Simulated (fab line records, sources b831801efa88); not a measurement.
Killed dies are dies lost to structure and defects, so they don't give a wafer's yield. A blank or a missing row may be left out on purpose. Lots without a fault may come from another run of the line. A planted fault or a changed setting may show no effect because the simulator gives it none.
One fault seen from 2 desks | flow gf180mcu | each desk has only its own numbers; what lay behind them comes last

THE METROLOGY DESK
What the gauges read, lot by lot, whatever tool the lot ran on: means of the sampled wafers that have a number. A lot is out of limits, marked OUT, if its mean lies more than 4 standard deviations from the usual mean; the brackets give that distance.
Columns: A = VT_IMPLANT_OVL at GF_VT_IMPLANT_OVL_MEAS_07, usual -0.7 nm; B = DUAL_GATE_OXIDATION_00_THK at GF_DUAL_GATE_THK_MEAS_03, usual 10.87 nm; C = POLY_GATE_CVD_00_THK at GF_POLY_GATE_THK_MEAS_01, usual 201.0 nm
lot  | first seen here | A    | B               | C
L594 | day 5 20:43     | -0.8 | 10.93           | 196.8
L595 | day 5 23:18     | -0.4 | 10.89           | 202.1
L597 | day 7 03:08     | -2.4 | 11.14           | 201.2
L599 | day 7 05:41     | -3.0 | 11.22           | 199.5
L600 | day 7 11:19     | -1.1 | 10.87           | 200.7
L601 | day 7 21:41     | -4.3 | 10.86           | 198.2
L602 | day 8 00:49     | -3.6 | 10.83           | 201.8
L603 | day 8 04:31     | 0.5  | 10.85           | 197.9
L605 | day 8 16:45     | -1.2 | 9.66 (-6.4) OUT | 203.0
L606 | day 8 20:39     | -4.1 | 9.67 (-6.3) OUT | 201.6
L607 | day 9 02:13     | -0.3 | 9.87 (-5.3) OUT | 200.5
L615 | day 11 06:07    | 1.0  | 10.72           | 202.4
This desk's finding: out of limits on L605, L606, L607; first on L605, day 11 04:17 (DUAL_GATE_OXIDATION_00_THK at GF_DUAL_GATE_THK_MEAS_03). In limits: L594, L595, L597, L599, L600, L601, L602, L603, L615.

THE TOOL OWNER'S DESK: furnace-01
The tool's own readings at GF_DUAL_GATE_OXIDATION_02 (stabilise 600 s, purge 300 s, target thk 10.887 nm): means of the sampled wafers that have a number, for each lot that ran on this tool. A lot is out of limits, marked OUT, if its mean lies more than 4 standard deviations from the usual mean; the brackets give that distance. Of its 9 readings 7 are shown: the one that was out of limits first, and those that lie furthest out on some lot.
Columns: A = spike_tc_bottom_C at GF_DUAL_GATE_OXIDATION_02, usual 915.2 C; B = spike_tc_centre_C at GF_DUAL_GATE_OXIDATION_02, usual 901.9 C; C = spike_tc_lower_C at GF_DUAL_GATE_OXIDATION_02, usual 901.3 C; D = spike_tc_top_C at GF_DUAL_GATE_OXIDATION_02, usual 910.9 C; E = spike_tc_upper_C at GF_DUAL_GATE_OXIDATION_02, usual 900.2 C; F = tube_center_temp_C at GF_DUAL_GATE_OXIDATION_02, usual 900.01 C; G = tube_center_temp_C_max at GF_DUAL_GATE_OXIDATION_02, usual 902.3
lot  | first seen here | A                | B                | C                | D                | E                | F                        | G
L594 | day 7 19:06     | 912.8            | 902.5            | 901.5            | 911.1            | 900.1            | 900.01                   | 902.2
L599 | day 9 08:54     | 914.6            | 903.0            | 901.4            | 910.0            | 899.8            | 899.99                   | 902.3
L600 | day 9 14:16     | 913.8            | 903.5            | 901.3            | 909.9            | 900.3            | 899.96                   | 902.2
L602 | day 10 05:31    | 914.2            | 902.3            | 901.0            | 910.1            | 900.3            | 899.98                   | 902.3
L603 | day 10 12:04    | 913.1            | 902.0            | 901.6            | 910.5            | 899.4            | 899.94                   | 902.1
L605 | day 11 02:50    | 903.4 (-4.4) OUT | 892.6 (-7.1) OUT | 891.8 (-7.9) OUT | 899.8 (-7.9) OUT | 890.6 (-8.7) OUT | 890.06 (-99 or more) OUT | 892.5 (-24) OUT
L606 | day 11 11:07    | 904.0 (-4.1) OUT | 891.4 (-8.1) OUT | 891.5 (-8.2) OUT | 900.8 (-7.2) OUT | 889.9 (-9.3) OUT | 890.10 (-99 or more) OUT | 892.1 (-25) OUT
L607 | day 11 11:07    | 904.0 (-4.1) OUT | 893.3 (-6.6) OUT | 890.6 (-8.9) OUT | 900.4 (-7.5) OUT | 889.8 (-9.5) OUT | 890.08 (-99 or more) OUT | 892.8 (-23) OUT
This desk's finding: out of limits on L605, L606, L607; first on L605, day 11 02:50 (spike_tc_bottom_C at GF_DUAL_GATE_OXIDATION_02). In limits: L594, L599, L600, L602, L603.

PUT TOGETHER
The tool owner's desk could have raised an alarm at day 11 02:50, on L605, L606, L607.
The metrology desk could have raised an alarm at day 11 04:17, on L605, L606, L607.
Of the lots named, all ran GF_DUAL_GATE_OXIDATION_02 on furnace-01.

WHAT THE SIMULATOR HAD PUT IN
Process parameter drift: furnace-01, from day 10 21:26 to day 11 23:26, at GF_DUAL_GATE_OXIDATION_02. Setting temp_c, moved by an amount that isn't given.
Lots struck among those shown: L605, L606, L607.
Hours from the fault's start to each desk's first reading out of limits: the tool owner's desk, 5; the metrology desk, 7.
